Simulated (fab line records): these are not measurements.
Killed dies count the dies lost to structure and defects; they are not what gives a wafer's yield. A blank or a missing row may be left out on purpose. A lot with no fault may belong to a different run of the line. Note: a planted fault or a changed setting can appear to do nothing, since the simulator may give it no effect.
One fault seen from 2 desks -- flow gf180mcu -- each desk holds nothing but its own numbers, with what lay behind them at the end

FOR THE TOOL OWNER'S DESK: pvd_sputter-04
The tool's own readings at GF_MIM_SPUTTER_03 (material Ti, target thk 10 nm, time 6.7 s): means of the sampled wafers that have a number, for each lot that ran on this tool. Marked OUT: a lot whose mean sits more than 4 standard deviations from the usual mean, which makes it out of limits; the brackets give that distance.
Columns: A = cathode_dc_power_W at GF_MIM_SPUTTER_03, usual 3000.0 W; B = chamber_pressure_pa at GF_MIM_SPUTTER_03, usual 0.3000 Pa; C = throttle_valve_pct at GF_MIM_SPUTTER_03, usual 29.5 %
lot,first seen here,A,B,C
L759,day 26 07:52,3000.6,0.2999,29.1
This desk's finding: nothing out of limits on the one lot.

THE METROLOGY DESK
Lot by lot, what the gauges showed, no matter which tool ran the lot: averages of those sampled wafers that carry a number. Marked OUT: a lot whose mean sits more than 4 standard deviations from the usual mean, which makes it out of limits; the brackets give that distance.
Columns: A = V4_W_RS at GF_V4_RS_MEAS_24, usual 0.327 ohm/sq; B = V4_W_THK at GF_V4_THK_MEAS_25, usual 354 nm
lot,first seen here,A,B
L759,day 26 07:14,0.329,359
L760,day 26 18:31,0.323,361
L768,day 28 22:49,0.325,349
L769,day 29 00:25,0.328,345
L774,day 30 11:10,0.330,359
L777,day 31 04:08,0.333,346
Result from this desk: across the 6 lots, nothing is out of limits.

PUT TOGETHER
Nothing out of limits was seen by the tool owner's desk.
Nothing out of limits was seen by the metrology desk.

WHAT HAD BEEN PUT IN BY THE SIMULATOR
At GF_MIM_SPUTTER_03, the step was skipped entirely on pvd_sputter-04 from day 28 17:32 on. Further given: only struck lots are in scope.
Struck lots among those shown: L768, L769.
